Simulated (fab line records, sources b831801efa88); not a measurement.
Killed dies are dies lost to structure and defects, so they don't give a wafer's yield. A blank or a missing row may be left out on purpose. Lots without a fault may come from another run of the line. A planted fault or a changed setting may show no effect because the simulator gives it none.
fab line records | flow sky130
record lots=11 wafers=33 last_day=50
route steps=708 shown FIELD_ISO@18 PAD_OPEN@708
lots that met no fault: from a run of the same line without faults
start_h: hours from the record's first day to the start of the lot's first wafer shown | wait_h: hours since the lot's step before | " the same as in the row above | L1.1+2: a row that stands for several wafers | - no value, or no start given | * or withheld: withheld | < > ~ a bound
route shown NAME@n: a module of which the file shows steps, and the number in the route of the first | usual: mean/standard deviation of fault-free wafers | same: alike in all rows | chamber/n: place in a boat | sites: the reading at each site | _std_site: their standard deviation | _edge_site: outer sites' mean less inner sites' | radius_mm: how far each site lies from the wafer's centre | mask NAME#n: copy n | behind: the tool/chamber that last shaped the wafer | hold: why the lot was held/for how many hours/how that ended | device: the transistor (n, p or np) that didn't switch | end of line: the same wafers' tests at the end of the route | a step without rows: its recipe alone | killed: dies lost to structure and defects at the first sort, not the wafer's yield | map: a wafer's dies, x killed, . not, _ none there
set.NAME: the setting as run; set.NAME@STEP: as run at that earlier step | model.NAME: the simulator's own value behind a step, which no gauge read
steps of the route over a sample of lots; a table a step, a row a wafer
services: from which hour (start_h, from the record's first day; less than 0 if before it) a tool's chamber was out of use, for how many hours, and why
## steps
# step SKY_FIELD_ISO_ETCH_17
# recipe target_depth_a=3420 mask_material=Si3N4 chemistry=HBr/Cl2/O2 target=Si taper_deg=5 icp_w=600 bias_w=150 pressure_mtorr=15 HBr_flow_sccm=150 Cl2_flow_sccm=40 O2_flow_sccm=6 time_s=97.7
# usual drypump_motor_current_A=5.5/0.38 mfc_cl2_sccm=40.01/0.11 oes_product_au=1.000/0.01 run_length_s=125.9/0.45 throttle_valve_pct=25.658/0.012
# columns lot.wafer tool chamber start_h wait_h drypump_motor_current_A mfc_cl2_sccm oes_product_au rf_hours_counter_h run_length_s throttle_valve_pct
L563.3 rie_si-02 0 29.75 0.0 5.6 40.21 0.998 25 126.4 25.658
L563.5 " 1 " " 5.0 39.83 0.976 - 126.4 25.678
L563.6 " 0 " " 5.6 40.20 1.005 - 126.1 25.651
L564.1 rie_si-01 2 33.11 0.1 5.9 39.84 1.020 103 126.5 25.646
L564.2 " 1 " " 5.7 40.09 1.003 26 125.1 25.658
L564.4 " 0 " " 4.9 40.02 1.008 93 125.7 25.656
L565.1 rie_si-02 3 40.15 0.1 6.0 40.14 0.981 35 125.1 25.649
L565.2 " 0 " " 5.6 40.08 0.988 25 126.2 25.673
L565.5 " 2 " " 5.6 40.12 0.987 - 126.1 25.658
L566.3 rie_si-01 1 46.61 0.0 5.7 40.18 0.995 26 124.9 25.665
L566.4 " 3 " " 5.3 39.91 0.979 1 125.8 25.660
L566.5 " 0 " " 4.9 39.99 0.991 - 125.4 25.672
L572.2 rie_si-01 0 77.00 0.1 5.0 39.97 0.993 93 112.0 25.648
L572.3 " 2 " " 6.0 39.84 1.006 104 113.0 25.648
L572.6 " 1 " " 5.7 40.33 1.004 - 111.9 25.643
L573.1 rie_si-01 1 81.75 0.1 5.7 40.10 1.009 27 111.9 25.658
L573.3 " 3 " " 5.3 39.94 0.998 1 112.5 25.658
L573.6 " 3 " " 5.3 39.84 0.998 - 112.6 25.642
L576.1 rie_si-02 2 97.40 0.1 5.6 40.10 1.011 0 125.5 25.643
L576.2 " 0 " " 5.6 40.09 0.997 25 126.7 25.672
L576.3 " 3 " " 6.0 39.83 1.005 35 125.6 25.652
L579.1 rie_si-02 1 113.15 0.1 5.0 40.25 0.980 83 126.3 25.667
L579.3 " 0 " " 5.6 39.85 1.006 25 126.3 25.659
L579.5 " 1 " " 5.0 40.11 0.990 - 126.5 25.666
L582.1 rie_si-02 0 128.95 0.1 5.6 40.23 0.994 26 126.2 25.661
L582.5 " 1 " " 5.0 40.00 1.002 - 125.9 25.660
L582.6 " 3 " " 6.0 39.94 1.009 - 125.2 25.656
L584.1 rie_si-02 0 139.52 0.1 5.6 40.05 1.015 26 126.2 25.648
L584.4 " 1 " " 5.0 39.72 1.001 83 125.8 25.669
L584.6 " 2 " " 5.6 40.13 1.010 - 125.5 25.642
L586.4 rie_si-02 0 148.35 0.0 5.6 39.84 0.995 26 126.2 25.655
L586.5 " 2 " " 5.6 39.94 0.990 - 125.6 25.659
L586.6 " 1 " " 5.0 39.97 0.993 - 125.9 25.657
# step SKY_PAD_OPEN_PROBE_99
# usual killed_at_M0_to_M3=43/7.3 killed_at_M4_up=3.6/1.9 killed_at_contacts=23/5.3 killed_at_front_end=15/4.5 killed_at_other=0.3/0.72 killed_dies=85/9.4 killed_open=46/6.7 killed_short=38/6.8
# same gross_dies=492 killed_at_back_side=0
# columns lot.wafer tool chamber start_h wait_h killed_at_M0_to_M3 killed_at_M4_up killed_at_contacts killed_at_front_end killed_at_other killed_dies killed_open killed_short
L563.3 prober-01 - 1076.26 0.2 53 4 16 9 2 84 42 41
L563.5 prober-01 - 1076.36 0.2 44 2 26 17 0 89 48 40
L563.6 prober-01 - 1076.41 0.2 25 3 25 13 5 71 41 25
L564.1 prober-02 - 1087.99 0.1 43 4 24 15 0 86 49 37
L564.2 prober-02 - 1088.04 0.1 39 4 32 13 1 89 41 48
L564.4 prober-02 - 1088.14 0.2 38 3 19 21 1 82 40 42
L566.3 prober-01 - 1099.16 0.2 40 2 17 10 0 69 45 24
L566.4 prober-01 - 1099.21 0.2 44 7 26 16 3 96 52 41
L566.5 prober-01 - 1099.26 0.2 48 2 27 13 1 91 51 39
L565.1 prober-02 - 1103.47 0.1 46 3 30 19 0 98 61 37
L565.2 prober-02 - 1103.52 0.1 58 9 29 8 0 104 67 37
L565.5 prober-02 - 1103.67 0.2 52 3 29 20 3 107 55 52
L572.2 prober-02 - 1134.27 0.1 25 4 24 13 2 68 40 27
L572.3 prober-02 - 1134.32 0.2 45 2 21 12 0 80 43 37
L572.6 prober-02 - 1134.47 0.2 48 7 23 19 0 97 60 37
L573.1 prober-01 - 1141.77 0.1 41 2 21 11 0 75 44 31
L573.3 prober-01 - 1141.87 0.2 38 6 15 14 0 73 40 33
L573.6 prober-01 - 1142.02 0.2 54 7 22 9 0 92 45 47
L576.1 prober-02 - 1168.37 0.1 52 5 13 16 0 86 47 39
L576.2 prober-02 - 1168.42 0.1 37 1 24 23 2 87 43 44
L576.3 prober-02 - 1168.47 0.2 39 3 13 20 0 75 47 28
L579.1 prober-01 - 1169.47 0.1 35 5 20 20 0 80 45 34
L579.3 prober-01 - 1169.57 0.2 27 4 26 13 0 70 41 29
L579.5 prober-01 - 1169.67 0.2 40 1 18 21 0 80 44 35
L582.1 prober-01 - 1182.77 0.1 43 5 19 21 0 88 49 39
L582.5 prober-01 - 1182.97 0.2 44 2 16 16 0 78 41 37
L582.6 prober-01 - 1183.02 0.2 41 3 22 17 1 84 32 52
L584.1 prober-02 - 1190.51 0.1 44 5 17 20 0 86 45 41
L584.4 prober-02 - 1190.66 0.2 43 4 19 13 0 79 38 41
L584.6 prober-02 - 1190.76 0.2 39 3 13 16 0 71 32 39
L586.4 prober-01 - 1203.35 0.2 47 3 25 12 1 88 41 45
L586.5 prober-01 - 1203.40 0.2 46 4 25 13 0 88 50 37
L586.6 prober-01 - 1203.45 0.2 55 3 13 6 0 77 46 31
# killed by level:class
L563.3 VIA2:geometric_particle:open=10 VIA1:geometric_particle:open=8 METAL2:geometric_particle:short=6 METAL3:geometric_particle:short=6 CONTACT:geometric_particle:open=5 METAL1:geometric_particle:short=5 VIA3:geometric_particle:short=5 LI_CONTACT:geometric_particle:open=4
L563.5 CONTACT:geometric_particle:open=8 VIA2:geometric_particle:open=7 FIELD_ISO:geometric_particle:open=6 LI_CONTACT:geometric_particle:open=6 VIA3:geometric_particle:open=6 CONTACT:geometric_particle:short=5 VIA1:geometric_particle:open=5 METAL2:geometric_particle:short=5
L563.6 LI_CONTACT:geometric_particle:open=9 VIA1:geometric_particle:open=6 LOCAL_INTERCONNECT:geometric_particle:short=5 PASSIVATION:coat_microbubble_printed=5 CONTACT:geometric_particle:short=5 POLY_GATE:geometric_particle:open=4 CONTACT:geometric_particle:open=4 FIELD_ISO:geometric_particle:open=3
L564.1 VIA1:geometric_particle:open=15 LI_CONTACT:geometric_particle:open=10 VIA2:geometric_particle:open=7 FIELD_ISO:geometric_particle:short=6 CONTACT:geometric_particle:open=6 VIA1:geometric_particle:short=6 CONTACT:geometric_particle:short=4 METAL2:geometric_particle:short=4
L564.2 CONTACT:geometric_particle:open=11 LI_CONTACT:geometric_particle:open=7 VIA1:geometric_particle:open=7 LOCAL_INTERCONNECT:geometric_particle:short=6 METAL2:geometric_particle:short=6 CONTACT:geometric_particle:short=6 METAL1:geometric_particle:short=6 VIA2:geometric_particle:open=5
L564.4 FIELD_ISO:geometric_particle:short=9 VIA3:geometric_particle:open=8 LI_CONTACT:geometric_particle:open=5 VIA1:geometric_particle:open=5 VIA2:geometric_particle:open=5 POLY_GATE:geometric_particle:open=4 LOCAL_INTERCONNECT:geometric_particle:short=4 CONTACT:geometric_particle:open=4
L566.3 VIA3:geometric_particle:open=10 CONTACT:geometric_particle:open=9 VIA1:geometric_particle:open=7 LI_CONTACT:geometric_particle:open=5 VIA1:geometric_particle:short=5 METAL2:geometric_particle:short=5 FIELD_ISO:geometric_particle:open=4 VIA2:geometric_particle:open=4
L566.4 METAL2:geometric_particle:short=9 VIA1:geometric_particle:open=8 CONTACT:geometric_particle:open=8 VIA2:geometric_particle:open=8 LOCAL_INTERCONNECT:geometric_particle:short=6 VIA3:geometric_particle:open=6 LI_CONTACT:geometric_particle:open=5 METAL1:geometric_particle:short=5
L566.5 CONTACT:geometric_particle:open=12 VIA2:geometric_particle:open=11 VIA1:geometric_particle:open=10 METAL1:geometric_particle:short=6 METAL2:geometric_particle:short=6 LI_CONTACT:geometric_particle:open=5 FIELD_ISO:geometric_particle:open=4 FIELD_ISO:geometric_particle:short=4
L565.1 VIA2:geometric_particle:open=12 LI_CONTACT:geometric_particle:open=10 CONTACT:geometric_particle:open=9 VIA1:geometric_particle:open=9 FIELD_ISO:geometric_particle:open=7 VIA3:geometric_particle:open=6 CONTACT:geometric_particle:short=5 METAL1:geometric_particle:short=5
L565.2 VIA1:geometric_particle:open=14 CONTACT:geometric_particle:open=12 VIA3:geometric_particle:open=9 LI_CONTACT:geometric_particle:open=8 VIA2:geometric_particle:open=8 VIA1:geometric_particle:short=6 METAL1:geometric_particle:short=5 VIA2:geometric_particle:short=5
L565.5 VIA3:geometric_particle:open=12 VIA1:geometric_particle:open=10 VIA2:geometric_particle:open=8 LI_CONTACT:geometric_particle:open=6 LI_CONTACT:geometric_particle:short=6 CONTACT:geometric_particle:short=6 METAL1:geometric_particle:short=6 METAL2:geometric_particle:short=6
L572.2 CONTACT:geometric_particle:open=10 LI_CONTACT:geometric_particle:open=8 VIA2:geometric_particle:open=6 METAL2:geometric_particle:short=5 POLY_GATE:geometric_particle:open=4 FIELD_ISO:geometric_particle:open=3 LOCAL_INTERCONNECT:geometric_particle:short=3 METAL1:geometric_particle:short=3
L572.3 VIA3:geometric_particle:open=9 METAL2:geometric_particle:short=9 VIA1:geometric_particle:open=8 LI_CONTACT:geometric_particle:open=7 CONTACT:geometric_particle:open=6 METAL1:geometric_particle:short=6 VIA1:geometric_particle:short=5 POLY_GATE:geometric_particle:open=4
L572.6 VIA3:geometric_particle:open=13 CONTACT:geometric_particle:open=12 VIA1:geometric_particle:open=7 FIELD_ISO:geometric_particle:short=5 POLY_GATE:geometric_particle:open=5 LI_CONTACT:geometric_particle:open=5 METAL2:geometric_particle:short=5 VIA3:geometric_particle:short=5
L573.1 VIA1:geometric_particle:open=9 LI_CONTACT:geometric_particle:open=8 VIA1:geometric_particle:short=7 CONTACT:geometric_particle:open=6 VIA3:geometric_particle:open=6 VIA2:geometric_particle:open=5 VIA3:geometric_particle:short=4 LI_CONTACT:geometric_particle:short=3
L573.3 VIA1:geometric_particle:open=8 VIA1:geometric_particle:short=8 CONTACT:geometric_particle:open=7 METAL4:geometric_particle:short=6 LI_CONTACT:geometric_particle:open=5 VIA3:geometric_particle:open=5 POLY_GATE:geometric_particle:open=4 VIA3:geometric_particle:short=4
L573.6 VIA1:geometric_particle:open=10 LI_CONTACT:geometric_particle:open=8 VIA2:geometric_particle:open=8 CONTACT:geometric_particle:short=7 METAL2:geometric_particle:short=7 METAL4:geometric_particle:short=6 METAL1:geometric_particle:short=6 VIA3:geometric_particle:open=6
L576.1 VIA2:geometric_particle:open=10 VIA1:geometric_particle:open=10 VIA1:geometric_particle:short=8 METAL2:geometric_particle:short=7 CONTACT:geometric_particle:open=6 FIELD_ISO:geometric_particle:short=5 FIELD_ISO:geometric_particle:open=4 POLY_GATE:geometric_particle:open=4
L576.2 CONTACT:geometric_particle:open=10 VIA1:geometric_particle:open=9 FIELD_ISO:geometric_particle:short=7 FIELD_ISO:geometric_particle:open=6 POLY_GATE:geometric_particle:short=6 LI_CONTACT:geometric_particle:open=5 VIA2:geometric_particle:open=5 METAL1:geometric_particle:short=4
L576.3 POLY_GATE:geometric_particle:open=9 VIA3:geometric_particle:open=9 VIA1:geometric_particle:open=7 FIELD_ISO:geometric_particle:open=5 LI_CONTACT:geometric_particle:open=5 CONTACT:geometric_particle:open=5 VIA2:geometric_particle:open=5 FIELD_ISO:geometric_particle:short=4
L579.1 VIA1:geometric_particle:open=10 LI_CONTACT:geometric_particle:open=8 FIELD_ISO:geometric_particle:short=5 POLY_GATE:geometric_particle:open=5 CONTACT:geometric_particle:short=5 POLY_GATE:geometric_particle:short=4 VIA3:geometric_particle:open=4 VIA2:geometric_particle:open=4
L579.3 CONTACT:geometric_particle:open=12 VIA2:geometric_particle:open=10 LI_CONTACT:geometric_particle:open=5 FIELD_ISO:geometric_particle:short=4 CONTACT:geometric_particle:short=4 VIA1:geometric_particle:open=4 METAL1:geometric_particle:short=3 METAL2:geometric_particle:short=3
L579.5 CONTACT:geometric_particle:open=9 METAL2:geometric_particle:short=7 VIA3:geometric_particle:open=7 POLY_GATE:geometric_particle:open=6 VIA2:geometric_particle:open=5 POLY_GATE:geometric_particle:short=4 LI_CONTACT:geometric_particle:open=4 VIA1:geometric_particle:open=4
L582.1 VIA3:geometric_particle:open=8 POLY_GATE:geometric_particle:open=7 VIA1:geometric_particle:open=7 FIELD_ISO:geometric_particle:short=6 LI_CONTACT:geometric_particle:open=6 CONTACT:geometric_particle:open=6 LI_CONTACT:geometric_particle:short=5 METAL4:geometric_particle:short=5
L582.5 METAL1:geometric_particle:short=11 VIA1:geometric_particle:open=10 VIA3:geometric_particle:open=7 LI_CONTACT:geometric_particle:open=6 VIA1:geometric_particle:short=6 FIELD_ISO:geometric_particle:short=4 POLY_GATE:geometric_particle:open=4 CONTACT:geometric_particle:short=4
L582.6 VIA1:geometric_particle:open=9 POLY_GATE:geometric_particle:short=6 LI_CONTACT:geometric_particle:short=6 METAL1:geometric_particle:short=6 METAL2:geometric_particle:short=6 LOCAL_INTERCONNECT:geometric_particle:short=5 FIELD_ISO:geometric_particle:open=4 VIA1:geometric_particle:short=4
L584.1 VIA1:geometric_particle:open=13 METAL1:geometric_particle:short=7 FIELD_ISO:geometric_particle:open=6 LI_CONTACT:geometric_particle:open=6 CONTACT:geometric_particle:open=6 FIELD_ISO:geometric_particle:short=5 METAL4:geometric_particle:short=4 METAL2:geometric_particle:short=3
L584.4 VIA3:geometric_particle:short=7 VIA1:geometric_particle:open=6 CONTACT:geometric_particle:open=6 METAL1:geometric_particle:short=6 METAL3:geometric_particle:short=6 FIELD_ISO:geometric_particle:open=5 CONTACT:geometric_particle:short=5 VIA3:geometric_particle:open=5
L584.6 METAL1:geometric_particle:short=10 METAL2:geometric_particle:short=8 CONTACT:geometric_particle:open=6 VIA1:geometric_particle:open=6 FIELD_ISO:geometric_particle:short=5 VIA3:geometric_particle:open=4 FIELD_ISO:geometric_particle:open=3 LI_CONTACT:geometric_particle:open=3
L586.4 VIA1:geometric_particle:open=11 LI_CONTACT:geometric_particle:open=8 CONTACT:geometric_particle:open=7 VIA2:geometric_particle:open=6 FIELD_ISO:geometric_particle:short=5 METAL3:geometric_particle:short=5 VIA3:geometric_particle:short=5 METAL2:geometric_particle:short=4
L586.5 VIA1:geometric_particle:open=12 CONTACT:geometric_particle:open=9 VIA3:geometric_particle:open=7 LI_CONTACT:geometric_particle:open=6 LOCAL_INTERCONNECT:geometric_particle:short=5 VIA2:geometric_particle:open=5 METAL1:geometric_particle:short=5 VIA1:geometric_particle:short=4
L586.6 VIA1:geometric_particle:open=10 VIA3:geometric_particle:open=10 VIA2:geometric_particle:open=9 VIA1:geometric_particle:short=6 CONTACT:geometric_particle:open=5 METAL1:geometric_particle:short=5 METAL2:geometric_particle:short=5 LI_CONTACT:geometric_particle:open=4
## services
# columns tool chamber start_h hours kind
rie_si-01 3 17.21 2.6 repair
rie_si-02 2 57.47 - clean
rie_si-02 2 57.47 38.4 scheduled_down
rie_si-02 2 57.47 38.4 vent_cycle
rie_si-02 2 119.54 15.2 repair
rie_si-01 2 124.28 10.4 repair
rie_si-01 1 138.26 19.2 repair
## key
first_sign step=SKY_FIELD_ISO_ETCH_17 reading=run_length_s direction=down sigmas=30 usual=* struck=*
effect none on later readings
met_at SKY_FIELD_ISO_ETCH_17
struck_lots L572,L573
tester_left_out L572,L573
onset_between 46.61 77.00
fault kind=process_parameter_drift tool=rie_si-01 chamber=- onset_h=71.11 steps=SKY_FIELD_ISO_ETCH_17 channel=time_s offset=* shape=step end_h=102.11 acts_in=* stated=*
# tester_left_out: of these lots the tester's yield and bins aren't shown, on N5 and GAA mostly nor the transistor test; their killed dies are dies lost to structure and defects alone, not to doping, threshold or leakage, so they don't give the yield
